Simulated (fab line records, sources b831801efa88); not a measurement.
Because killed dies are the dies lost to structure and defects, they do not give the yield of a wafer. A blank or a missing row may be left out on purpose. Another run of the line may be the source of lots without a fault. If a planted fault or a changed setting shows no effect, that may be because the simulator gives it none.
8D (eight disciplines) problem report, filled in by code | flow sky130 | the parts of the form that need people (team, actions taken, sign-off) are left out

1. THE PROBLEM
Across 6 wafers from 2 lots, VIA2_W_RS at SKY_VIA2_RS_MEAS_22 averages 0.9759 ohm/sq, while fault-free wafers read 0.2733 ohm/sq with a standard deviation of 0.0027. So: +99 or more standard deviations from the usual mean.
The step: measures by four-point-probe.
First observed at day 37 12:31: wafer L188.3, on film-metro-02. The record has a number at this step for 39 wafers belonging to 13 lots. Rule for "out", or "out of limits": more than 4 standard deviations from the usual mean. All remaining wafers that have a number are taken as sound.

2. WHAT IT IS, WHAT IT ISN'T
question                    | is                           | is not
which readings at this step | VIA2_W_RS                    | -
which lots                  | L187, L188                   | L196, L197, L198, L199, L200, L201, L202, L203, L204, L207, L208
which wafers of those lots  | all that have a number       | -
read on which gauges        | film-metro-02, film-metro-03 | film-metro-01
when                        | from day 37 12:31            | up to then (0 sound wafers); but 33 sound wafers of L196, L197, L198, L199, L200, L201, L202, L203, L204, L207, L208 came after

3. WHAT RULES OUT EACH SUSPECT
Counting: a tool at any process step up to the reading remains a suspect when it ran all the lots that are out and ran no sound lot after the first of those.
- the gauge at SKY_VIA2_RS_MEAS_22 has been ruled out. 2 gauges (film-metro-02, film-metro-03) read the wafers that are out.
- cmp-01 at SKY_VIA2_CMP_02 (polishes SiO2): ruled out as a lasting fault. After its first lot that is out, L188 (day 36 09:31), sound lots L197, L199, L201, L204, L208 ran on it.
- cvd-w-02 at SKY_VIA2_CVD_21 (deposits W, target thk 420 nm, time 126.4 s): ruled out as a lasting fault. After its first lot that is out, L188 (day 37 12:23), sound lots L196, L199, L201, L202, L203, L208 ran on it.
Left after counting: nothing in the record.

4. THE CAUSE (what the simulator had put in)
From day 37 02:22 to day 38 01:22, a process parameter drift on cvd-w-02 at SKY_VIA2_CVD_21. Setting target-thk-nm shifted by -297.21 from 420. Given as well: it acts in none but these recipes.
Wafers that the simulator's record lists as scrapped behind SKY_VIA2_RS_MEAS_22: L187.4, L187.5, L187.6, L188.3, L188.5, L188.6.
Counting ruled it out, wrongly: the rule takes a fault to strike every lot that its tool runs from its start on, and this one did not.

5. SEQUENCE OF EFFECTS, ordered by route
One row per reading whose mean, taken over the struck wafers that have a number, lies over 3 standard deviations from the usual. Readings are gone through only where the record gives a usual standard deviation; hours: the median, over the lots, of the time from a lot's start at the first step in this table giving one to that lot's start at this step; sigmas: the change measured in usual standard deviations.
hours | step                | reading   | usual         | on struck wafers | change  | sigmas
0     | SKY_VIA2_RS_MEAS_22 | VIA2_W_RS | 0.2733 ohm/sq | 0.9759           | +0.7026 | +99 or more

6. HOW IT WOULD HAVE BEEN CAUGHT EARLIER
In this record the first reading out of limits at a measuring or inspecting step was taken at day 37 12:31, 10 hours after the fault began at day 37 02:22.
No tool reading at SKY_VIA2_CVD_21 that has a usual standard deviation in the record was out on any struck wafer, so an alarm limit of 4 standard deviations on those readings would not have fired.
